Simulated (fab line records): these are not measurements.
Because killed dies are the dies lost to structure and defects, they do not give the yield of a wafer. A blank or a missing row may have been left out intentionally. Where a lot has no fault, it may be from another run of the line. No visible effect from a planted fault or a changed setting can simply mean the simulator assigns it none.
fab line records	flow sky130
record: lots: 13	wafers: 39	last_day: 50
route steps=708 shown VIA2@519 VIA3@593 VIA4@639 METAL5@667 PAD_OPEN@708
lots that met no fault: from a run of the same line without faults
start_h: hours from the record's opening day to when the first of the lot's shown wafers began	wait_h: hours from the lot's prior step to this one	" identical to the entry in the row above	L1.1+2: a single row standing in for several wafers	- no value, or no start was given	* or withheld: withheld	< > ~ a bound
route shown NAME@n: a module of which the file shows steps, and the number in the route of the first	usual: average and standard deviation across the fault-free wafers	same: alike in all rows	chamber/n: place in a boat	sites: each site's reading	_std_site: the values' standard deviation	_edge_site: outer sites' mean less inner sites'	radius_mm: how far each site lies from the wafer's centre	mask NAME#n: copy n	behind: the last tool/chamber to shape the wafer	hold: the reason the lot was held/the length of the hold in hours/how it ended	device: transistor that didn't switch, given as n, p or np	end of line: the same wafers' tests at the end of the route	where a step has no rows: the recipe by itself	killed: the dies lost at the first sort to structure and to defects; this is not the yield of the wafer	map: per-die view of a wafer (x killed, . not killed, _ where there is no die)
set.NAME: the setting that was run; set.NAME@STEP: the one run at that earlier step	model.NAME: the simulator's own value behind a step, which no gauge read
the route's steps for a sample of lots (tables are steps, rows are wafers)
services: a tool's chamber out of use, with start hour (start_h, from the record's first day; less than 0 if before it), hours out, and reason
== steps ==
step: SKY_VIA2_CD_MEAS_12
recipe: target_cd_nm: 200
usual: cd_nm: 200.2/1.6
lot.wafer	tool	chamber	start_h	wait_h	cd_nm
L314.1	cd_sem-01	-	861.56	-	199.5
L314.4	"	-	"	"	199.1
L314.6	"	-	"	"	199.2
L317.3	cd_sem-02	-	886.93	-	199.5
L317.4	"	-	"	"	198.1
L317.5	"	-	"	"	198.2
L319.1	cd_sem-02	-	896.91	-	200.5
L319.4	"	-	"	"	201.0
L319.6	"	-	"	"	201.9
L318.1	cd_sem-01	-	896.99	-	201.5
L318.4	"	-	"	"	201.2
L318.6	"	-	"	"	201.5
L320.2	cd_sem-02	-	904.46	-	199.3
L320.4	"	-	"	"	201.1
L320.6	"	-	"	"	200.1
L321.2	cd_sem-01	-	906.14	-	198.1
L321.3	"	-	"	"	200.2
L321.5	"	-	"	"	200.1
L322.2	cd_sem-02	-	909.86	-	200.1
L322.5	"	-	"	"	198.6
L322.6	"	-	"	"	197.9
L324.4	cd_sem-02	-	922.62	-	203.1
L324.5	"	-	"	"	202.7
L324.6	"	-	"	"	202.0
L323.2	cd_sem-02	-	925.86	-	201.1
L323.5	"	-	"	"	202.1
L323.6	"	-	"	"	201.2
L330.2	cd_sem-01	-	958.06	-	198.0
L330.3	"	-	"	"	197.7
L330.5	"	-	"	"	196.4
L333.1	cd_sem-01	-	979.24	-	201.4
L333.3	"	-	"	"	201.1
L333.5	"	-	"	"	200.8
L334.2	cd_sem-02	-	983.41	-	199.4
L334.3	"	-	"	"	196.8
L334.5	"	-	"	"	198.0
L335.1	cd_sem-01	-	996.69	-	198.4
L335.3	"	-	"	"	199.6
L335.6	"	-	"	"	198.9
step: SKY_VIA3_SPUTTER_20
recipe: material: TiN	target_thk_nm: 20	chamber_pressure_pa: 5	power_w: 4000	time_s: 80
usual: throttle_valve_pct: 29.6/0.82
lot.wafer	tool	chamber	start_h	wait_h	throttle_valve_pct
L314.1	pvd_sputter-01	-	940.78	0.0	29.2
L314.4	"	-	"	"	30.3
L314.6	"	-	"	"	30.2
L317.3	pvd_sputter-03	-	965.49	0.0	27.9
L317.4	"	-	"	"	29.2
L317.5	"	-	"	"	30.3
L318.1	pvd_sputter-04	-	974.53	0.0	29.6
L318.4	"	-	"	"	28.1
L318.6	"	-	"	"	29.7
L319.1	pvd_sputter-04	-	976.03	0.0	29.4
L319.4	"	-	"	"	28.3
L319.6	"	-	"	"	28.0
L320.2	pvd_sputter-01	-	983.47	0.0	30.2
L320.4	"	-	"	"	29.2
L320.6	"	-	"	"	29.6
L321.2	pvd_sputter-04	-	984.83	0.0	29.3
L321.3	"	-	"	"	31.0
L321.5	"	-	"	"	30.8
L322.2	pvd_sputter-03	-	988.48	0.0	28.2
L322.5	"	-	"	"	29.3
L322.6	"	-	"	"	28.1
L324.4	pvd_sputter-03	-	999.73	0.0	30.5
L324.5	"	-	"	"	29.4
L324.6	"	-	"	"	30.5
L323.2	pvd_sputter-04	-	1002.80	0.0	29.5
L323.5	"	-	"	"	28.1
L323.6	"	-	"	"	29.3
L330.2	pvd_sputter-03	-	1032.19	0.0	30.3
L330.3	"	-	"	"	29.2
L330.5	"	-	"	"	28.1
L333.1	pvd_sputter-03	-	1051.87	0.0	29.2
L333.3	"	-	"	"	28.0
L333.5	"	-	"	"	29.3
L334.2	pvd_sputter-03	-	1056.83	0.0	30.4
L334.3	"	-	"	"	28.4
L334.5	"	-	"	"	30.3
L335.1	pvd_sputter-04	-	1069.13	0.0	29.4
L335.3	"	-	"	"	29.4
L335.6	"	-	"	"	29.4
step: SKY_VIA4_HDPCVD_00
recipe: material: SiO2	target_thk_nm: 1750	sigma_open_frac: 0.3	time_s: 291.7	temp_c: 400	sih4_flow_sccm: 60	pressure_mtorr: 6
lot.wafer	tool	chamber	start_h	wait_h
L314.1+4+6	hdpcvd-02	1,1,0	992.79	0.0
L317.3+4+5	hdpcvd-02	2,2,1	1015.34	0.0
L318.1+4+6	hdpcvd-01	0,0,2	1023.61	0.0
L319.1+4+6	hdpcvd-02	0,0,1	1025.00	0.0
L320.2+4+6	hdpcvd-02	0,1,0	1031.60	0.0
L321.2+3+5	hdpcvd-02	0,2,2	1033.50	0.0
L322.2+5+6	hdpcvd-01	1,1,2	1036.79	0.0
L324.4+5+6	hdpcvd-02	1,0,2	1047.55	0.1
L323.2+5+6	hdpcvd-01	1,2,0	1049.20	0.0
L330.2+3+5	hdpcvd-02	1,2,1	1078.64	0.0
L333.1+3+5	hdpcvd-01	0,1,0	1097.58	0.0
L334.2+3+5	hdpcvd-01	0,1,0	1102.04	0.0
L335.1+3+6	hdpcvd-02	1,0,2	1113.56	0.0
step: SKY_VIA4_THK_MEAS_01
recipe: reads: SiO2_of_VIA4_HDPCVD_00
usual: VIA4_HDPCVD_THK: 1743/24
lot.wafer	tool	chamber	start_h	wait_h	VIA4_HDPCVD_THK[nm]
L314.1	film_metro-02	-	992.97	0.1	1759
L314.4	"	-	"	"	1747
L314.6	"	-	"	"	1719
L317.3	film_metro-01	-	1015.54	0.1	1728
L317.4	"	-	"	"	1742
L317.5	"	-	"	"	1755
L318.1	film_metro-02	-	1023.79	0.1	1772
L318.4	"	-	"	"	1739
L318.6	"	-	"	"	1733
L319.1	film_metro-03	-	1025.18	0.1	1691
L319.4	"	-	"	"	1672
L319.6	"	-	"	"	1741
L320.2	film_metro-02	-	1031.79	0.1	1725
L320.4	"	-	"	"	1793
L320.6	"	-	"	"	1720
L321.2	film_metro-03	-	1033.69	0.1	1697
L321.3	"	-	"	"	1745
L321.5	"	-	"	"	1743
L322.2	film_metro-03	-	1036.98	0.1	1715
L322.5	"	-	"	"	1747
L322.6	"	-	"	"	1733
L324.4	film_metro-01	-	1047.67	0.0	1783
L324.5	"	-	"	"	1703
L324.6	"	-	"	"	1749
L323.2	film_metro-01	-	1049.39	0.1	1726
L323.5	"	-	"	"	1734
L323.6	"	-	"	"	1790
L330.2	film_metro-01	-	1078.83	0.1	1764
L330.3	"	-	"	"	1749
L330.5	"	-	"	"	1761
L333.1	film_metro-01	-	1097.76	0.1	1088
L333.3	"	-	"	"	1756
L333.5	"	-	"	"	1076
L334.2	film_metro-02	-	1102.23	0.1	1750
L334.3	"	-	"	"	1717
L334.5	"	-	"	"	1069
L335.1	film_metro-02	-	1113.74	0.1	1764
L335.3	"	-	"	"	1744
L335.6	"	-	"	"	1748
step: SKY_METAL5_THK_MEAS_06
recipe: thk_meas_gauge: xrf	reads: AlCu_of_METAL5_SPUTTER_02
usual: METAL5_ALCU_THK: 1131/18
lot.wafer	tool	chamber	start_h	wait_h	METAL5_ALCU_THK[nm]
L314.1	film_metro-01	-	1018.34	0.1	1147
L314.4	"	-	"	"	1110
L314.6	"	-	"	"	1117
L317.3	film_metro-03	-	1039.34	0.1	1101
L317.4	"	-	"	"	1131
L317.5	"	-	"	"	1131
L318.1	film_metro-03	-	1048.00	0.1	1126
L318.4	"	-	"	"	1161
L318.6	"	-	"	"	1119
L319.1	film_metro-03	-	1049.12	0.1	1141
L319.4	"	-	"	"	1133
L319.6	"	-	"	"	1117
L320.2	film_metro-03	-	1056.10	0.1	1115
L320.4	"	-	"	"	1119
L320.6	"	-	"	"	1096
L321.2	film_metro-01	-	1058.23	0.1	1112
L321.3	"	-	"	"	1147
L321.5	"	-	"	"	1148
L322.2	film_metro-01	-	1061.12	0.1	1160
L322.5	"	-	"	"	1135
L322.6	"	-	"	"	1131
L324.4	film_metro-04	-	1071.19	0.1	1105
L324.5	"	-	"	"	1132
L324.6	"	-	"	"	1130
L323.2	film_metro-01	-	1073.22	0.1	1138
L323.5	"	-	"	"	1130
L323.6	"	-	"	"	1152
L330.2	film_metro-04	-	1102.37	0.1	1104
L330.3	"	-	"	"	1117
L330.5	"	-	"	"	1121
L333.1	film_metro-04	-	1121.41	0.1	1127
L333.3	"	-	"	"	1165
L333.5	"	-	"	"	1169
L334.2	film_metro-04	-	1124.79	0.1	1103
L334.3	"	-	"	"	1118
L334.5	"	-	"	"	1116
L335.1	film_metro-04	-	1135.42	0.1	1141
L335.3	"	-	"	"	1123
L335.6	"	-	"	"	1126
step: SKY_PAD_OPEN_PROBE_99
usual: defect_limited_yield: 82.5/1.7	killed_at_M0_to_M3: 43/6.1	killed_at_M4_up: 3.5/2	killed_at_contacts: 25/5.1	killed_at_front_end: 14/4.2	killed_at_other: 0.3/0.55	killed_dies: 86/8.3	killed_open: 46/7.2	killed_short: 39/6
same: gross_dies: 492	killed_at_back_side: 0
lot.wafer	tool	chamber	start_h	wait_h	defect_limited_yield[%]	killed_at_M0_to_M3	killed_at_M4_up	killed_at_contacts	killed_at_front_end	killed_at_other	killed_dies	killed_open	killed_short
L314.1	prober-01	-	1085.99	0.1	83.5	40	2	31	8	0	81	44	37
L314.4	prober-01	-	1086.14	0.2	85.2	50	1	16	6	0	73	49	24
L314.6	prober-01	-	1086.24	0.2	82.7	39	5	26	15	0	85	45	40
L317.3	prober-01	-	1106.74	0.2	79.9	49	3	30	17	0	99	56	43
L317.4	prober-01	-	1106.79	0.2	82.1	45	4	21	18	0	88	44	44
L317.5	prober-01	-	1106.84	0.2	81.7	49	5	25	11	0	90	48	42
L318.1	prober-02	-	1112.93	0.1	76.2	56	10	33	17	1	117	63	54
L318.4	prober-02	-	1113.08	0.2	86.4	36	4	15	12	0	67	32	35
L318.6	prober-02	-	1113.18	0.2	82.5	44	3	25	14	0	86	40	46
L319.1	prober-01	-	1115.33	0.1	82.3	38	9	19	20	1	87	46	41
L319.4	prober-01	-	1115.48	0.2	82.9	47	1	19	17	0	84	45	39
L319.6	prober-01	-	1115.58	0.2	83.5	38	1	29	13	0	81	44	36
L320.2	prober-02	-	1122.08	0.1	83.5	43	3	26	9	0	81	46	34
L320.4	prober-02	-	1122.18	0.2	82.5	45	2	30	9	0	86	50	36
L320.6	prober-02	-	1122.28	0.2	83.1	30	9	31	12	1	83	40	43
L321.2	prober-01	-	1123.99	0.1	80.7	51	5	22	16	1	95	46	49
L321.3	prober-01	-	1124.04	0.2	84.1	41	2	19	16	0	78	39	39
L321.5	prober-01	-	1124.14	0.2	82.7	37	3	29	16	0	85	40	45
L322.2	prober-02	-	1126.81	0.1	81.5	50	5	17	19	0	91	57	34
L322.5	prober-02	-	1126.96	0.2	82.1	43	3	29	13	0	88	47	39
L322.6	prober-02	-	1127.01	0.2	81.1	46	2	27	18	0	93	51	42
L324.4	prober-01	-	1136.03	0.2	83.3	54	2	20	6	0	82	39	42
L324.5	prober-01	-	1136.08	0.2	81.3	45	6	28	13	0	92	53	39
L324.6	prober-01	-	1136.13	0.2	85.6	34	1	24	12	0	71	45	25
L323.2	prober-02	-	1138.67	0.1	83.9	31	5	21	22	0	79	42	37
L323.5	prober-02	-	1138.82	0.2	79.7	52	4	21	23	0	100	49	50
L323.6	prober-02	-	1138.87	0.2	80.9	45	3	25	21	0	94	52	38
L330.2	prober-02	-	1162.84	0.1	84.3	36	2	28	11	0	77	41	36
L330.3	prober-02	-	1162.89	0.2	79.3	45	2	39	15	1	102	68	34
L330.5	prober-02	-	1162.99	0.2	82.1	40	1	31	16	0	88	55	33
L333.1	prober-02	-	1178.17	0.1	80.7	51	4	17	23	0	95	49	46
L333.3	prober-02	-	1178.27	0.2	79.7	48	4	28	20	0	100	56	44
L333.5	prober-02	-	1178.37	0.2	80.3	51	2	25	19	0	97	43	53
L334.2	prober-01	-	1181.85	0.1	82.5	41	3	22	19	1	86	44	41
L334.3	prober-01	-	1181.90	0.2	81.9	47	3	26	13	0	89	50	38
L334.5	prober-01	-	1182.00	0.2	81.5	49	8	18	14	2	91	45	44
L335.1	prober-02	-	1190.38	0.1	82.3	49	0	27	10	1	87	50	37
L335.3	prober-02	-	1190.48	0.2	83.9	47	2	18	12	0	79	33	46
L335.6	prober-02	-	1190.63	0.2	83.1	44	1	28	10	0	83	51	32
killed by level:class
L314.1 CONTACT:geometric_particle:open=11 VIA1:geometric_particle:open=7 LI_CONTACT:geometric_particle:short=6 METAL2:geometric_particle:short=6 VIA2:geometric_particle:open=6 LI_CONTACT:geometric_particle:open=5 VIA3:geometric_particle:open=5 VIA2:geometric_particle:short=5
L314.4 VIA3:geometric_particle:open=19 CONTACT:geometric_particle:open=7 VIA1:geometric_particle:open=7 VIA2:geometric_particle:open=6 METAL2:geometric_particle:short=5 VIA1:geometric_particle:short=4 POLY_GATE:geometric_particle:short=3 LI_CONTACT:geometric_particle:open=3
L314.6 CONTACT:geometric_particle:open=9 CONTACT:geometric_particle:short=7 VIA1:geometric_particle:open=6 VIA2:geometric_particle:open=6 LI_CONTACT:geometric_particle:open=5 VIA3:geometric_particle:open=5 VIA2:geometric_particle:short=5 FIELD_ISO:geometric_particle:short=4
L317.3 VIA1:geometric_particle:open=11 VIA2:geometric_particle:open=9 VIA3:geometric_particle:open=8 CONTACT:geometric_particle:short=8 CONTACT:geometric_particle:open=7 LI_CONTACT:geometric_particle:open=6 VIA1:geometric_particle:short=6 METAL2:geometric_particle:short=6
L317.4 CONTACT:geometric_particle:open=11 VIA1:geometric_particle:open=8 VIA1:geometric_particle:short=7 POLY_GATE:geometric_particle:short=6 VIA2:geometric_particle:short=6 METAL1:geometric_particle:short=5 VIA3:geometric_particle:open=5 FIELD_ISO:geometric_particle:short=4
L317.5 VIA1:geometric_particle:open=14 CONTACT:geometric_particle:open=11 METAL3:geometric_particle:short=6 VIA2:geometric_particle:open=6 VIA3:geometric_particle:open=6 METAL1:geometric_particle:short=5 LI_CONTACT:geometric_particle:short=5 METAL4:geometric_particle:short=5
L318.1 LI_CONTACT:geometric_particle:open=11 VIA2:geometric_particle:open=10 VIA1:geometric_particle:open=10 CONTACT:geometric_particle:open=9 METAL4:geometric_particle:short=8 VIA1:geometric_particle:short=7 METAL2:geometric_particle:short=7 VIA3:geometric_particle:open=6
L318.4 VIA1:geometric_particle:open=11 VIA1:geometric_particle:short=6 METAL2:geometric_particle:short=6 LI_CONTACT:geometric_particle:open=5 FIELD_ISO:geometric_particle:open=4 LI_CONTACT:geometric_particle:short=4 FIELD_ISO:geometric_particle:short=3 CONTACT:geometric_particle:short=3
L318.6 METAL2:geometric_particle:short=11 CONTACT:geometric_particle:open=10 VIA1:geometric_particle:open=9 CONTACT:geometric_particle:short=7 METAL1:geometric_particle:short=6 LI_CONTACT:geometric_particle:open=6 POLY_GATE:geometric_particle:short=5 VIA2:geometric_particle:open=5
L319.1 VIA1:geometric_particle:open=9 FIELD_ISO:geometric_particle:open=7 METAL1:geometric_particle:short=7 METAL4:geometric_particle:short=7 VIA2:geometric_particle:open=6 LOCAL_INTERCONNECT:geometric_particle:short=5 CONTACT:geometric_particle:open=5 POLY_GATE:geometric_particle:short=4
L319.4 METAL1:geometric_particle:short=12 CONTACT:geometric_particle:open=7 VIA1:geometric_particle:open=7 VIA2:geometric_particle:open=7 VIA3:geometric_particle:open=5 LI_CONTACT:geometric_particle:open=5 FIELD_ISO:geometric_particle:open=4 POLY_GATE:geometric_particle:short=4
L319.6 CONTACT:geometric_particle:open=12 VIA2:geometric_particle:open=7 VIA3:geometric_particle:open=7 POLY_GATE:geometric_particle:open=5 LI_CONTACT:geometric_particle:open=5 METAL1:geometric_particle:short=5 LI_CONTACT:geometric_particle:short=4 VIA1:geometric_particle:open=4
L320.2 CONTACT:geometric_particle:open=9 VIA1:geometric_particle:open=8 METAL2:geometric_particle:short=6 VIA2:geometric_particle:open=6 LI_CONTACT:geometric_particle:open=5 VIA3:geometric_particle:open=5 VIA2:geometric_particle:short=4 LI_CONTACT:geometric_particle:short=4
L320.4 LI_CONTACT:geometric_particle:open=12 VIA1:geometric_particle:open=11 CONTACT:geometric_particle:open=10 VIA3:geometric_particle:open=8 METAL1:geometric_particle:short=7 LI_CONTACT:geometric_particle:short=5 VIA1:geometric_particle:short=5 VIA2:geometric_particle:open=4
L320.6 CONTACT:geometric_particle:open=12 METAL1:geometric_particle:short=9 METAL4:geometric_particle:short=9 LI_CONTACT:geometric_particle:open=8 FIELD_ISO:geometric_particle:short=5 CONTACT:geometric_particle:short=5 VIA1:geometric_particle:open=5 FIELD_ISO:geometric_particle:open=4
L321.2 VIA1:geometric_particle:open=10 VIA1:geometric_particle:short=9 METAL2:geometric_particle:short=9 VIA2:geometric_particle:open=9 CONTACT:geometric_particle:open=8 CONTACT:geometric_particle:short=7 FIELD_ISO:geometric_particle:open=6 METAL1:geometric_particle:short=5
L321.3 METAL2:geometric_particle:short=8 FIELD_ISO:geometric_particle:open=6 CONTACT:geometric_particle:open=6 VIA1:geometric_particle:short=6 VIA1:geometric_particle:open=6 LI_CONTACT:geometric_particle:open=5 VIA2:geometric_particle:open=5 LOCAL_INTERCONNECT:geometric_particle:short=4
L321.5 LI_CONTACT:geometric_particle:open=10 FIELD_ISO:geometric_particle:short=9 VIA3:geometric_particle:open=9 VIA1:geometric_particle:open=8 CONTACT:geometric_particle:open=7 METAL1:geometric_particle:short=6 CONTACT:geometric_particle:short=5 METAL2:geometric_particle:short=4
L322.2 VIA1:geometric_particle:open=17 CONTACT:geometric_particle:open=9 VIA3:geometric_particle:open=8 FIELD_ISO:geometric_particle:short=5 POLY_GATE:geometric_particle:open=4 LOCAL_INTERCONNECT:geometric_particle:short=4 VIA3:geometric_particle:short=4 POLY_GATE:geometric_particle:short=3
L322.5 CONTACT:geometric_particle:open=11 VIA1:geometric_particle:open=9 METAL1:geometric_particle:short=8 CONTACT:geometric_particle:short=6 FIELD_ISO:geometric_particle:open=5 LI_CONTACT:geometric_particle:open=5 VIA3:geometric_particle:open=5 FIELD_ISO:geometric_particle:short=4
L322.6 VIA1:geometric_particle:open=11 CONTACT:geometric_particle:open=10 VIA3:geometric_particle:open=8 CONTACT:geometric_particle:short=7 METAL2:geometric_particle:short=7 VIA3:geometric_particle:short=6 FIELD_ISO:geometric_particle:short=5 LI_CONTACT:geometric_particle:open=5
L324.4 VIA1:geometric_particle:open=13 VIA1:geometric_particle:short=8 VIA3:geometric_particle:open=6 CONTACT:geometric_particle:open=6 VIA3:geometric_particle:short=6 LI_CONTACT:geometric_particle:open=5 METAL2:geometric_particle:short=5 CONTACT:geometric_particle:short=5
L324.5 LI_CONTACT:geometric_particle:open=11 VIA2:geometric_particle:open=10 CONTACT:geometric_particle:open=9 VIA3:geometric_particle:open=7 VIA1:geometric_particle:open=7 METAL2:geometric_particle:short=7 METAL1:geometric_particle:short=5 METAL4:geometric_particle:short=5
L324.6 LI_CONTACT:geometric_particle:open=15 VIA2:geometric_particle:open=7 VIA3:geometric_particle:open=7 METAL1:geometric_particle:short=6 VIA1:geometric_particle:open=6 FIELD_ISO:geometric_particle:short=5 FIELD_ISO:geometric_particle:open=4 CONTACT:geometric_particle:open=4
L323.2 VIA1:geometric_particle:open=7 CONTACT:geometric_particle:open=7 FIELD_ISO:geometric_particle:open=6 VIA1:geometric_particle:short=6 LOCAL_INTERCONNECT:geometric_particle:short=5 VIA3:geometric_particle:open=5 METAL4:geometric_particle:short=5 FIELD_ISO:geometric_particle:short=4
L323.5 METAL2:geometric_particle:short=9 FIELD_ISO:geometric_particle:short=8 VIA1:geometric_particle:open=8 VIA3:geometric_particle:open=8 CONTACT:geometric_particle:open=8 FIELD_ISO:geometric_particle:open=7 METAL1:geometric_particle:short=7 VIA2:geometric_particle:open=6
L323.6 VIA2:geometric_particle:open=9 LI_CONTACT:geometric_particle:open=8 VIA1:geometric_particle:open=8 CONTACT:geometric_particle:open=8 FIELD_ISO:geometric_particle:open=6 VIA3:geometric_particle:open=6 METAL2:geometric_particle:short=5 FIELD_ISO:geometric_particle:short=4
L330.2 VIA1:geometric_particle:open=8 LI_CONTACT:geometric_particle:open=7 VIA3:geometric_particle:open=7 CONTACT:geometric_particle:open=6 LI_CONTACT:geometric_particle:short=5 LOCAL_INTERCONNECT:geometric_particle:short=5 POLY_GATE:geometric_particle:open=4 CONTACT:geometric_particle:short=4
L330.3 CONTACT:geometric_particle:open=17 VIA1:geometric_particle:open=14 VIA3:geometric_particle:open=11 LI_CONTACT:geometric_particle:open=6 CONTACT:geometric_particle:short=6 LOCAL_INTERCONNECT:geometric_particle:short=5 POLY_GATE:geometric_particle:open=4 VIA1:geometric_particle:short=4
L330.5 VIA3:geometric_particle:open=13 CONTACT:geometric_particle:open=11 LI_CONTACT:geometric_particle:open=10 METAL2:geometric_particle:short=6 VIA2:geometric_particle:open=6 POLY_GATE:geometric_particle:open=5 LOCAL_INTERCONNECT:geometric_particle:short=4 CONTACT:geometric_particle:short=4
L333.1 VIA1:geometric_particle:open=10 METAL1:geometric_particle:short=9 FIELD_ISO:geometric_particle:short=8 VIA3:geometric_particle:open=7 CONTACT:geometric_particle:open=6 FIELD_ISO:geometric_particle:open=6 VIA3:geometric_particle:short=6 POLY_GATE:geometric_particle:short=5
L333.3 CONTACT:geometric_particle:open=17 VIA3:geometric_particle:open=12 VIA1:geometric_particle:open=8 METAL1:geometric_particle:short=7 VIA3:geometric_particle:short=7 POLY_GATE:geometric_particle:open=5 FIELD_ISO:geometric_particle:open=4 POLY_GATE:geometric_particle:short=4
L333.5 CONTACT:geometric_particle:open=10 METAL1:geometric_particle:short=10 VIA3:geometric_particle:open=8 VIA1:geometric_particle:open=6 VIA2:geometric_particle:open=6 POLY_GATE:geometric_particle:short=5 CONTACT:geometric_particle:short=5 VIA1:geometric_particle:short=5
L334.2 CONTACT:geometric_particle:open=15 POLY_GATE:geometric_particle:short=8 METAL2:geometric_particle:short=8 VIA2:geometric_particle:open=8 METAL1:geometric_particle:short=5 VIA1:geometric_particle:short=5 FIELD_ISO:geometric_particle:open=4 VIA3:geometric_particle:open=4
L334.3 VIA1:geometric_particle:open=12 CONTACT:geometric_particle:open=9 CONTACT:geometric_particle:short=8 VIA3:geometric_particle:open=7 VIA2:geometric_particle:open=6 FIELD_ISO:geometric_particle:short=5 LI_CONTACT:geometric_particle:open=5 METAL1:geometric_particle:short=5
L334.5 VIA1:geometric_particle:open=10 VIA2:geometric_particle:open=9 CONTACT:geometric_particle:open=8 METAL1:geometric_particle:short=7 VIA3:geometric_particle:open=7 FIELD_ISO:geometric_particle:short=6 METAL4:geometric_particle:short=5 VIA1:geometric_particle:short=4
L335.1 VIA1:geometric_particle:open=14 CONTACT:geometric_particle:open=11 VIA2:geometric_particle:open=9 CONTACT:geometric_particle:short=6 METAL1:geometric_particle:short=5 VIA1:geometric_particle:short=5 METAL2:geometric_particle:short=5 LI_CONTACT:geometric_particle:open=4
L335.3 VIA1:geometric_particle:open=10 CONTACT:geometric_particle:short=8 VIA2:geometric_particle:open=8 VIA1:geometric_particle:short=7 METAL2:geometric_particle:short=6 METAL1:geometric_particle:short=5 LI_CONTACT:geometric_particle:open=4 VIA2:geometric_particle:short=4
L335.6 VIA1:geometric_particle:open=14 METAL1:geometric_particle:short=9 VIA3:geometric_particle:open=9 CONTACT:geometric_particle:open=6 LI_CONTACT:geometric_particle:open=6 CONTACT:geometric_particle:short=5 VIA2:geometric_particle:open=4 LI_CONTACT:geometric_particle:short=4
== services ==
tool	chamber	start_h	hours	kind
pvd_sputter-03	-	939.12	3.3	repair
hdpcvd-02	-	950.25	15.0	pm
hdpcvd-02	0	950.25	15.0	vent_cycle
hdpcvd-02	1	950.25	15.0	vent_cycle
hdpcvd-02	2	950.25	15.0	vent_cycle
hdpcvd-02	0	965.25	-	clean
hdpcvd-02	1	965.25	-	clean
hdpcvd-02	2	965.25	-	clean
pvd_sputter-01	-	978.97	3.1	repair
pvd_sputter-03	3	998.59	-	consumable_replace:kit
pvd_sputter-03	3	998.59	18.0	scheduled_down
pvd_sputter-03	3	998.59	18.0	vent_cycle
pvd_sputter-01	0	1000.70	-	consumable_replace:kit
pvd_sputter-01	0	1000.70	18.0	scheduled_down
pvd_sputter-03	-	1003.83	3.1	repair
hdpcvd-02	0	1008.75	2.3	repair
pvd_sputter-04	-	1030.55	2.2	repair
pvd_sputter-04	2	1058.10	-	consumable_replace:kit
pvd_sputter-04	2	1058.10	18.0	scheduled_down
pvd_sputter-04	2	1058.10	18.0	vent_cycle
pvd_sputter-03	2	1060.99	-	consumable_replace:kit
pvd_sputter-03	2	1060.99	18.0	scheduled_down
pvd_sputter-03	2	1060.99	18.0	vent_cycle
hdpcvd-02	2	1083.67	6.3	repair
== key ==
first_sign: step: SKY_VIA4_THK_MEAS_01	reading: VIA4_HDPCVD_THK	direction: down	sigmas: 27	usual: 1743	struck: 1078
effect none on later readings
met_at SKY_VIA4_HDPCVD_00
struck_lots L333,L334
struck_wafers L333.1,L333.5,L334.5
not_acting_at SKY_VIA2_CD_MEAS_12,SKY_VIA3_SPUTTER_20,SKY_METAL5_THK_MEAS_06
onset_between 1049.20 1097.58
fault: kind: process_parameter_drift	tool: hdpcvd-01	chamber: -	onset_h: 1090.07	steps: SKY_VIA4_HDPCVD_00	channel: target_thk_nm	offset: -699.31	shape: step	end_h: 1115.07	scope: struck_wafers_only	acts_in: these_recipes_only	stated: 1750
